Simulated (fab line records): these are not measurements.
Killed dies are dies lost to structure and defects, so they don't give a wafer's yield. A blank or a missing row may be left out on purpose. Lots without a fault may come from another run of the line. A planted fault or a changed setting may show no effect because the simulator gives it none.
Matching of chambers -- flow sky130 -- SKY_FIELD_ISO_ETCH_15 on rieDiel-04: 4 sister chambers
The step etches the open film in CHF3/O2, stops on Si, target depth 180 nm, time 72 s. 14 wafers are shown with their chamber, then 7 later ones without.

WAFERS WITH THEIR CHAMBER
wafer,chamber,drypumpMotorCurrentA (A),throttleValvePct (%),oesProductAu (a.u.)
L653.3,3,5.8,8.847,0.947
L653.4,2,4.8,8.850,0.948
L653.5,1,4.9,8.844,0.943
L657.1,2,4.7,8.841,0.946
L657.4,1,4.9,8.857,0.948
L657.6,3,5.8,8.854,0.951
L660.1,2,4.8,8.845,0.936
L660.2,0,5.5,8.833,0.948
L660.4,3,5.8,8.837,0.947
L661.1,2,4.8,8.859,0.937
L661.3,0,5.5,8.852,0.943
L661.5,3,5.8,8.837,0.933
L662.1,2,4.8,8.850,0.955
L662.4,3,5.8,8.842,0.943

SIGNATURES, as means of the wafers listed above
reading,chamber 0,chamber 1,chamber 2,chamber 3,scatter within a chamber
drypumpMotorCurrentA,5.500,4.900,4.780,5.800,0.0283
throttleValvePct,8.84250,8.85050,8.84900,8.84340,0.0081
oesProductAu,0.94550,0.94550,0.94440,0.94420,0.00683
Rule: a wafer lies at a distance from a chamber equal to the root of the sum of squares, over the readings, of (its reading less the chamber's mean, divided by the reading's scatter). If the next closest chamber is less than 2 further off than the closest, the wafer can't be placed; otherwise it belongs to the closest. The scatter is the square root of a quotient: the sum, over the shown wafers, of each reading's squared deviation from its chamber's mean, divided by wafers minus chambers.

WAFERS MISSING THEIR CHAMBER
wafer,drypumpMotorCurrentA (A),throttleValvePct (%),oesProductAu (a.u.)
L662.6,5.5,8.835,0.951
L664.4,5.8,8.833,0.944
L664.5,5.6,8.856,0.945
L664.6,4.9,8.854,0.939
L666.1,5.8,8.841,0.936
L666.4,5.5,8.872,0.953
L666.5,4.7,8.847,0.946

WHICH CHAMBER EACH ONE RAN IN
wafer,from the rows above,in truth
L662.6,0,0
L664.4,3,3
L664.5,0,0
L664.6,1,1
L666.1,3,3
L666.4,0,0
L666.5,2,2
Correct placement for 7 of the 7. Can't be placed from these rows: 0. 0 placed wrongly.
